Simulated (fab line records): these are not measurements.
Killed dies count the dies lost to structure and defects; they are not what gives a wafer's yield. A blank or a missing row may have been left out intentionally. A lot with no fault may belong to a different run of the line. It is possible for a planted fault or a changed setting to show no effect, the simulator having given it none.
Comparing a struck lot with a sound one | flow sky130 | 15 out of 708 route steps
Sound: wafers L846.1, L846.4, L846.6. Wafers L857.3, L857.5, L857.6 were the ones struck. The cause is given at the end.
At each step with rows: each side's tool, then ch and its chambers, then its first start. Under that, the readings that differ: sound wafers | struck wafers | difference of the means | sigmas: that difference in standard deviations of wafers without a fault.
alike: readings with means less than 2 such deviations apart, plus words and numbers identical on both sides. not compared: withheld readings, readings lacking a value on some wafer, bounds such as >300 that could conceal the same value, and numbers that have no deviation in the record and whose values overlap.
Wherever a step has rows on one side only, a row that says differs or no value, or a row with sigmas, the two part there. When numbers do not overlap yet have no deviation, they are printed without sigmas and do not part them. A reading missing from all wafers of one side parts the sides only when that side holds two or more wafers.

SKY_VIA3_CD_MEAS_12: the cd target is 200 nm.
  struck on cd_sem-02, day 43 13:07; sound on cd_sem-01, day 40 15:46
  alike: cd_nm
SKY_VIA3_OVL_MEAS_13:
  struck on overlay-01, day 43 13:13; sound on overlay-02, day 40 15:53
  alike: VIA3_OVL
SKY_VIA3_ETCH_14: etches BARC in N2/H2, stops on SiO2, time 45.9 s, target depth 60 nm.
  sound on rie_diel-02 ch 0,1,3, day 40 15:55; struck on rie_diel-01 ch 0,2, day 43 13:14
  alike: drypump_motor_current_A, n2_flow_sccm, oes_product_au, throttle_valve_pct
  not compared: rf_hours_counter_h
SKY_VIA3_ETCH_15: etches SiO2 in C4F8/O2/Ar, stops on TiN, target depth 507 nm, time 78 s.
  sound on rie_diel-02 ch 0,1,3, day 40 15:58; struck on rie_diel-01 ch 0,2, day 43 13:17
  alike: oes_product_au
  not compared: rf_hours_counter_h
then, 4 steps without rows for these wafers: SKY_VIA3_STRIP_16 (strips in O2/N2); SKY_VIA3_STRIP_17 (strips in post etch residue remover, time 1200 s); SKY_VIA3_CLEAN_18 (cleans in IPA, time 180 s); SKY_VIA3_CLEAN_19 (cleans in O3/DIW).
SKY_VIA3_SPUTTER_20: material TiN, target thk 20 nm, time 80 s.
  struck on pvd_sputter-02, day 43 13:56; sound on pvd_sputter-02, day 40 16:37
  alike: throttle_valve_pct
SKY_VIA3_CVD_21: deposits W, target thk 390 nm, time 117.31 s.
  sound on cvd_w-02 ch 0,1, day 40 16:40; struck on cvd_w-01 ch 0,1, day 43 14:02
  alike: heater_power_w
SKY_VIA3_RS_MEAS_22: measurement is done with a four-point probe.
  struck on film_metro-04, day 43 14:09; sound on film_metro-03, day 40 16:47
  alike: VIA3_W_RS
SKY_VIA3_THK_MEAS_23: measures by xrf.
  struck on film_metro-04, day 43 14:15; sound on film_metro-03, day 40 16:55
  reading         | sound       | struck      | difference | sigmas
  VIA3_W_THK (nm) | 385 377 381 | 397 400 382 | +12        | +2
SKY_VIA3_CMP_24: polishes, stops on SiO2, t overpolish 20 s, target thk 0 nm.
  sound on cmp-01 ch 0,1,3, day 40 17:01; struck on cmp-01 ch 0,1, day 43 14:20
  reading              | sound                | struck               | difference | sigmas
  overpolish_run_s (s) | 20.000 19.994 20.011 | 18.053 18.051 18.063 | -1.946     | -99 or more
  t_overpolish_s (s)   | 20 20 20             | 18.062 18.062 18.062 | -1.938     |
  alike: motor_current_A, retaining_ring_pressure_frac, time_to_endpoint_s
SKY_METAL4_SPUTTER_00: material Ti, target thk 15 nm, time 10 s.
  struck on pvd_sputter-04, day 43 14:35; sound on pvd_sputter-04, day 40 17:16
  alike: throttle_valve_pct
-- the record jumps here: 5 days lie between the struck wafers' starts before and after (it left off in module METAL4 and takes up again in module PAD_OPEN, whose first step shown is number 708 of the route) --
SKY_PAD_OPEN_PROBE_99:
  struck on prober-02, day 49 02:07; sound on prober-01, day 46 14:21
  alike: defect_limited_yield, killed_at_M0_to_M3, killed_at_M4_up, killed_at_contacts, killed_at_front_end, killed_at_other, killed_dies, killed_open, killed_short, sort_bin_3_pad_short, sort_bin_5_function, sort_bin_6_memory, sort_n_pass, sort_yield_pct

## WHERE THEY PART
Last at SKY_VIA3_CMP_24 as far as this record goes, first at SKY_VIA3_THK_MEAS_23. Later steps at which nothing parts them and some readings are alike: SKY_METAL4_SPUTTER_00, SKY_PAD_OPEN_PROBE_99.

WHY: the cause the simulator had injected
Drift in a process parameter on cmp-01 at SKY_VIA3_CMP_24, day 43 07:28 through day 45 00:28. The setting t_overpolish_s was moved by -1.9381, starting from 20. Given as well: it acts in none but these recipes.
